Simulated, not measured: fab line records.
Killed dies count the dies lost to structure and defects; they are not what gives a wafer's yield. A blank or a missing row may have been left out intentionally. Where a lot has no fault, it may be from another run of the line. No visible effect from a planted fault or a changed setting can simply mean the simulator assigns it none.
8D (eight disciplines) problem report, filled in by code || flow gf180mcu || the parts of the form that need people (team, actions taken, sign-off) are left out

## 1. THE ISSUE
oes_product_au at GF_SAB_ETCH_11 reads a mean of 1.190 a.u. on 1 wafer of 1 lot; wafers without a fault read 1.000 a.u. with a standard deviation of 0.012. Relative to the usual mean, that is a shift of +16 standard deviations.
The step: etches SiO2 in C4F8/O2/Ar, target depth 55 nm, time 8.5 s.
Earliest sighting: wafer L239.1 on rie_diel-03 at day 19 10:22. Wafers with a number at this step in the record: 39, from 13 lots. The rule behind "out" and "out of limits": a value lying over 4 standard deviations away from the usual mean. All remaining wafers that have a number are taken as sound.

## 2. WHAT IT IS AND WHAT IT IS NOT
{"question": "which readings at this step", "is": "oes_product_au", "is not": "rf_fwd_power_W"}
{"question": "which lots", "is": "L239", "is not": "L228, L229, L230, L231, L232, L234, L244, L245, L246, L248, L249, L250"}
{"question": "which wafers of those lots", "is": "L239.1", "is not": "L239.4, L239.5"}
{"question": "read on which tools", "is": "rie_diel-03", "is not": "rie_diel-01, rie_diel-04"}
{"question": "when", "is": "from day 19 10:22", "is not": "up to then (20 sound wafers); but 18 sound wafers of L244, L245, L246, L248, L249, L250 came after"}

## 3. WHAT RULES OUT EACH SUSPECT
Counting: if a tool at a process step up to the reading ran every lot that is out, it stays a suspect. Sound lots after the first of them don't rule it out here, since some wafers of a struck lot are sound.
- rie_diel-01 at GF_HV_LDD_ETCHBACK_58 (etches Si3N4 in CH3F/O2, stops on SiO2, time 100 s, target depth 90 nm): kept. It processed L239, the lot that is out, at day 16 11:20, and its most recent sound lot before then was L229 at day 13 09:50.
- rie_diel-03 at GF_SAB_ETCH_11 (etches SiO2 in C4F8/O2/Ar, target depth 55 nm, time 8.5 s): kept. It processed L239, the lot that is out, at day 19 10:22, and its most recent sound lot before then was L232 at day 17 09:38. Its own oes_product_au readings are out on those wafers.
- The sound lot-mates ran in chamber 2 of rie_diel-01 at GF_HV_LDD_ETCHBACK_58, but the wafers that are out ran in chamber 0.
- At GF_SAB_ETCH_11, inside rie_diel-03: chamber 1 took the wafers that are out, while their sound lot-mates went through chambers 0, 2.
After counting, rie_diel-01 at GF_HV_LDD_ETCHBACK_58 and rie_diel-03 at GF_SAB_ETCH_11 remain.

## 4. THE CAUSE (what the simulator had put in)
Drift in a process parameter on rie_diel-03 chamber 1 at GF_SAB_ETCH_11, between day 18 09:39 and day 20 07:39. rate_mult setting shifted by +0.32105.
Of the 2 suspects that counting leaves, this tool is one.

## 5. SEQUENCE OF EFFECTS, ordered by route
Each row: a reading whose mean over the struck wafers that have a number lies more than 3 standard deviations from the usual. Scope: only readings with a usual standard deviation given in the record; hours: median across lots of the time from each lot's start at the first step in this table that gives one to its start at this step; sigmas: change in usual standard deviations.
{"hours": 0, "step": "GF_SAB_ETCH_11", "reading": "oes_product_au", "usual": "1.000 a.u.", "on struck wafers": 1.190, "change": "+0.190", "sigmas": "+16"}
It contains these process steps:
- GF_SAB_ETCH_11: etches SiO2 in C4F8/O2/Ar, target depth 55 nm, time 8.5 s.

## 6. WHAT WOULD HAVE CAUGHT IT SOONER
In this record no reading fell out of limits until day 19 10:22, 25 hours after the fault had begun at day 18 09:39.
